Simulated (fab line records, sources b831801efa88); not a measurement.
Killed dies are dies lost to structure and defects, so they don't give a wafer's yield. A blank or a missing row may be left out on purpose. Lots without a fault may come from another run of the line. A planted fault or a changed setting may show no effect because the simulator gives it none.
Which tool did it? | flow gf180mcu | 6 lots, 18 wafers sampled, at 3 steps of a route of 602

WHAT THE GAUGES READ, wafer by wafer
GF_V3_THK_MEAS_03.
lot  | measured     | on            | V3_CVD_02_THK (nm)
L634 | day 22 02:32 | film_metro-04 | 815 836 853
L639 | day 23 23:18 | film_metro-01 | 931 915 935
L643 | day 25 12:46 | film_metro-04 | 847 855 873
L649 | day 27 09:12 | film_metro-02 | 829 824 831
L651 | day 27 21:40 | film_metro-01 | 852 856 865
L655 | day 29 02:55 | film_metro-02 | 856 860 856

WHICH TOOL RAN EACH LOT (tool, then ch and the chambers of the sampled wafers, then the start)
lot  | GF_M3_STRIP_17                       | GF_V3_CVD_02
L634 | plasma_asher-04 ch 0,1, day 22 01:49 | pecvd-02 ch 0,1,2, day 22 02:28
L639 | plasma_asher-04 ch 0,1, day 23 22:32 | pecvd-02 ch 0,1, day 23 23:14
L643 | plasma_asher-02 ch 0,1, day 25 12:02 | pecvd-04 ch 0,1, day 25 12:42
L649 | plasma_asher-02 ch 0,1, day 27 08:26 | pecvd-04 ch 1,2, day 27 09:08
L651 | plasma_asher-03 ch 0,1, day 27 20:52 | pecvd-03 ch 0,2, day 27 21:35
L655 | plasma_asher-02 ch 0,1, day 29 02:11 | pecvd-03 ch 0,1,2, day 29 02:51
- GF_M3_STRIP_17: strips in O2/N2.
- GF_V3_CVD_02: deposits SiO2 from TEOS, target thk 850 nm, time 94.851 s.

THE ANSWER, worked out from the rows above alone
Rule: what is usual is taken from the lots themselves. Put in order of their means at a reading, lots are off if they are a third of the lots or fewer, leave a main group of 4 or more, and stand apart from it by a gap of 3 or more times the standard deviation of the main group's means; of several such gaps the widest counts. A main group whose means are all the same, to the digits that the tables above print for the reading, isn't used. A lot without any number at a reading at which 4 lots or more have one is off too. The other lots that the step has rows for count as sound.
Off: L639, at GF_V3_THK_MEAS_03 (V3_CVD_02_THK). The main group: mean 847 nm, standard deviation 13.
A tool fits if, at a process step before that reading, it ran every lot that is off, and no sound lot after the first of them. The gauges at GF_V3_THK_MEAS_03 are tried like those tools. Can't be told from this: 2 tools fit, plasma_asher-04 at GF_M3_STRIP_17, pecvd-02 at GF_V3_CVD_02.

WHAT THE SIMULATOR HAD PUT IN
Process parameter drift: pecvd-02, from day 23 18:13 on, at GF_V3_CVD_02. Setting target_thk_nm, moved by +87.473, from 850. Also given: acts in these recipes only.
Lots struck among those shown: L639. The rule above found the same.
